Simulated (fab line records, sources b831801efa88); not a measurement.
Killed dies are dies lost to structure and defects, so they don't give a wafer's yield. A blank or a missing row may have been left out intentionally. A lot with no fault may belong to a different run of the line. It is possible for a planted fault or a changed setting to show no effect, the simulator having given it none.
Struck lot and sound lot, side by side ; flow sky130 ; 17 out of 708 route steps
Sound: wafers L918.2, L918.3, L918.5. Struck: wafer L925.2. (L925.5 of the same lot was not struck and is left out.) The cause comes at the end.
Order at every step that has rows: each side's tool, ch and its chambers, its first start. Under that, the readings that differ: sound wafers ; struck wafers ; difference of the means ; sigmas: that difference in standard deviations of wafers without a fault.
alike: a reading whose means differ by less than 2 such deviations, as well as words and numbers matching on both sides. not compared: withheld readings; readings where some wafer has no value; bounds like >300 that might hide an equal value; numbers whose values overlap and for which the record gives no deviation.
A row with sigmas, a row that says differs or no value, or rows on one side alone: a step with any of these is where the two part. When numbers do not overlap yet have no deviation, they are printed without sigmas and do not part them. A reading that every wafer of one side lacks parts them only if that side has two wafers or more.

first, 4 steps without rows for these wafers: SKY_FIELD_ISO_WET_ETCH_29 (etches Si3N4 in H3PO4, target depth 160 nm, time 1825 s); SKY_FIELD_ISO_WET_ETCH_30 (etches SiO2 in dHF, target depth 25 nm, time 50 s); SKY_NWELL_CLEAN_00 (cleans in SC1/SC2, time 150 s); SKY_NWELL_OXIDATION_01 (stabilise 600 s, purge 300 s, target thk 10 nm).
SKY_NWELL_THK_MEAS_02:
  sound: film_metro-03 at day 3 10:46; struck: film_metro-02 at day 5 05:59
  alike: NWELL_OXIDATION_THK
then, 7 steps without rows for these wafers: SKY_DNWELL_DEHYDRATE_00 (time 60 s); SKY_DNWELL_HMDS_01 (prime time 60 s); SKY_DNWELL_COAT_02 (resist thk 3000 nm); SKY_DNWELL_SOFTBAKE_03; SKY_DNWELL_EXPOSE_04 (exposes mask DNM, target cd 3000 nm); SKY_DNWELL_PEB_05; SKY_DNWELL_DEVELOP_06 (develop time 60 s).
SKY_DNWELL_IMPLANT_07:
  sound on implanter-03 ch 0, day 4 01:46; struck on implanter-03 ch 0, day 5 23:48
SKY_DNWELL_STRIP_08: strips in O2/N2.
  sound on plasma_asher-03 ch 0,1, day 4 01:53; struck on plasma_asher-03 ch 0, day 5 23:55
reading;sound;struck;difference;sigmas
strip_time_to_endpoint_s (s);36.76 36.77 36.74;37.00;+0.24;+3
  alike: drypump_motor_current_A, oes_product_au
  not compared: rf_hours_counter_h
SKY_DNWELL_TW_MEAS_09:
  sound: film_metro-03 at day 4 02:00; struck: film_metro-03 at day 6 00:02
reading;sound;struck;difference;sigmas
DNWELL_TW;1122 1123 1120;1185;+63;+6
then, 1 step without rows for these wafers: SKY_PWDE_DEHYDRATE_00 (time 60 s).
-- the record jumps here: 43 days lie between the struck wafers' starts before and after (it left off in module PWDE and takes up again in module PAD_OPEN, whose first step shown is number 708 of the route) --
SKY_PAD_OPEN_PROBE_99:
  sound: prober-01 at day 47 06:17; struck: prober-02 at day 48 18:37
reading;sound;struck;difference;sigmas
model.etest.res_deep_nwell.rs_ohm_sq;2192 2180 2186;1925;-261;
model.etest.res_deep_nwell.line_ohm_um;721.6 734.9 737.4;641.6;-89.7;
  alike: killed_at_M0_to_M3, killed_at_M4_up, killed_at_contacts, killed_at_front_end, killed_at_other, killed_dies, killed_open, killed_short

WHERE THEY PART
Earliest at SKY_DNWELL_STRIP_08; latest, in this record, at SKY_DNWELL_TW_MEAS_09. Later steps at which nothing parts them and some readings are alike: SKY_PAD_OPEN_PROBE_99.

WHY: whatever the simulator had introduced
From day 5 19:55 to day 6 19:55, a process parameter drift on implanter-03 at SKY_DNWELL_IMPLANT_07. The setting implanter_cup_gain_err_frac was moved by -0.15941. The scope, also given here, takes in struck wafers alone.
